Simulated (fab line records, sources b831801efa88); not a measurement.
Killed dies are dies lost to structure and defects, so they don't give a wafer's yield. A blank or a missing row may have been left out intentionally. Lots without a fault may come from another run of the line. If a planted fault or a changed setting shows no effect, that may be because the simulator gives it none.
fab line records	flow sky130
record lots=14	wafers=42	last-day=50
route steps=708 shown LDD_N@249 PAD_OPEN@708
lots untouched by any fault: they come from a run of this same line in which no faults occurred
start-h: start of the lot's first displayed wafer, in hours after the record's first day	wait-h: how many hours have passed since the lot's step before this one	" same as the row above	L1.1+2: a row that stands for several wafers	- no value, or no start given	* or withheld: withheld	< > ~ a bound
route shown NAME@n: a module of which the file shows steps, and the number in the route of the first	usual: mean/standard deviation taken from wafers without a fault	same: alike in all rows	chamber/n: place in a boat	sites: per-site readings	_std_site: how widely they spread, as a standard deviation	_edge_site: outer sites' mean less inner sites'	radius-mm: for every site, how far away it sits from the centre of the wafer	mask NAME#n: copy n	behind: tool/chamber where the wafer was last shaped	hold: cause of the lot's hold/its duration in hours/its outcome	device: the n, p or np transistor that did not switch	end of line: the tests these same wafers got at the end of their route	a step without rows: its recipe alone	killed: at the first sort, the dies lost to defects and structure; wafer yield is something else	map: shows each die of a wafer: x if killed, . if not, _ if none is there
set.NAME: the setting the step ran with; set.NAME@STEP: the setting that earlier step ran with	model.NAME: the simulator's own value behind a step, which no gauge read
the route's steps for a sample of lots (tables are steps, rows are wafers)
services: a tool's chamber out of use, with start hour (start-h, from the record's first day; less than 0 if before it), hours out, and reason
## steps
# step SKY_LDD_N_IMPLANT_12
# recipe species=BF2	energy-kev=50	dose-cm2=5e+12	tilt-deg=30	rotation-deg=0
# usual beam-energy-keV=50.000/0.016
lot.wafer	tool	chamber	start-h	wait-h	beam-energy-keV
L293.1	implanter-01	0	400.16	0.1	49.997
L293.2	"	0	"	"	50.004
L293.3	"	0	"	"	49.992
L294.1	implanter-01	0	411.69	0.1	50.004
L294.2	"	0	"	"	50.004
L294.6	"	0	"	"	49.992
L295.3	implanter-02	0	429.19	0.1	50.023
L295.4	"	0	"	"	50.016
L295.5	"	0	"	"	50.004
L300.2	implanter-01	0	464.08	0.1	39.576
L300.3	"	0	"	"	39.566
L300.5	"	0	"	"	39.559
L301.4	implanter-04	0	470.75	0.1	50.015
L301.5	"	0	"	"	49.992
L301.6	"	0	"	"	49.983
L303.2	implanter-01	0	484.95	0.1	39.611
L303.3	"	0	"	"	39.598
L303.5	"	0	"	"	39.597
L306.1	implanter-04	0	522.69	0.1	50.002
L306.3	"	0	"	"	49.987
L306.4	"	0	"	"	50.009
L308.1	implanter-04	0	531.31	0.1	50.004
L308.3	"	0	"	"	50.022
L308.4	"	0	"	"	50.004
L309.1	implanter-01	0	541.46	0.1	49.981
L309.2	"	0	"	"	49.996
L309.5	"	0	"	"	49.999
L310.3	implanter-04	0	546.04	0.1	49.988
L310.5	"	0	"	"	50.000
L310.6	"	0	"	"	49.962
L312.3	implanter-01	0	568.34	0.1	49.993
L312.4	"	0	"	"	49.997
L312.5	"	0	"	"	50.000
L313.1	implanter-04	0	572.57	0.1	50.007
L313.3	"	0	"	"	50.013
L313.6	"	0	"	"	50.028
L314.1	implanter-01	0	584.36	0.1	49.971
L314.3	"	0	"	"	49.977
L314.6	"	0	"	"	49.991
L315.1	implanter-04	0	585.37	0.1	50.005
L315.4	"	0	"	"	50.006
L315.6	"	0	"	"	50.003
# step SKY_PAD_OPEN_PROBE_99
# usual killed_at_M0_to_M3=42/6.1	killed_at_M4_up=3.1/1.7	killed-at-contacts=24/5.5	killed-at-front-end=16/4.1	killed-at-other=0.3/0.57	killed-dies=86/8.2	killed-open=47/6.8	killed-short=38/5.8
# same gross-dies=492	killed-at-back-side=0
lot.wafer	tool	chamber	start-h	wait-h	killed_at_M0_to_M3	killed_at_M4_up	killed-at-contacts	killed-at-front-end	killed-at-other	killed-dies	killed-open	killed-short
L312.3	prober-01	-	1179.49	0.2	49	4	24	12	0	89	48	41
L312.4	prober-01	-	1179.54	0.2	45	4	13	11	0	73	46	27
L312.5	prober-01	-	1179.59	0.2	51	7	21	15	0	94	52	41
# killed by level:class
L312.3 VIA1:geometric-particle:open=11 CONTACT:geometric-particle:open=9 METAL1:geometric-particle:short=8 VIA2:geometric-particle:open=7 LI_CONTACT:geometric-particle:open=5 VIA3:geometric-particle:open=5 VIA1:geometric-particle:short=5 POLY_GATE:geometric-particle:open=4
L312.4 VIA1:geometric-particle:open=10 VIA2:geometric-particle:open=8 VIA3:geometric-particle:open=7 FIELD_ISO:geometric-particle:short=5 CONTACT:geometric-particle:open=5 METAL2:geometric-particle:short=5 CONTACT:geometric-particle:short=4 LI_CONTACT:geometric-particle:open=3
L312.5 VIA1:geometric-particle:open=12 VIA2:geometric-particle:open=12 LI_CONTACT:geometric-particle:open=7 METAL1:geometric-particle:short=7 CONTACT:geometric-particle:open=6 METAL2:geometric-particle:short=5 LOCAL_INTERCONNECT:geometric-particle:short=4 FIELD_ISO:geometric-particle:short=4
## services
tool	chamber	start-h	hours	kind
implanter-01	-	436.98	2.1	pm
implanter-01	-	489.27	3.1	pm
implanter-01	-	498.13	1.1	repair
## key
first-sign step=SKY_LDD_N_IMPLANT_12	reading=beam-energy-keV	direction=down	sigmas=99+	usual=*	struck=*
effect none on later readings
met-at SKY_LDD_N_IMPLANT_12
struck-lots L300,L303
tester-left-out L300,L303
onset-between 411.69 464.08
fault kind=process-parameter-drift	tool=implanter-01	chamber=-	onset-h=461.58	steps=SKY_LDD_N_IMPLANT_12	channel=energy-kev	offset=*	shape=step	end-h=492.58	acts-in=*	stated=*
# tester-left-out: of these lots the tester's yield and bins aren't shown, on N5 and GAA mostly nor the transistor test; their killed dies are dies lost to structure and defects alone, not to doping, threshold or leakage, so they don't give the yield
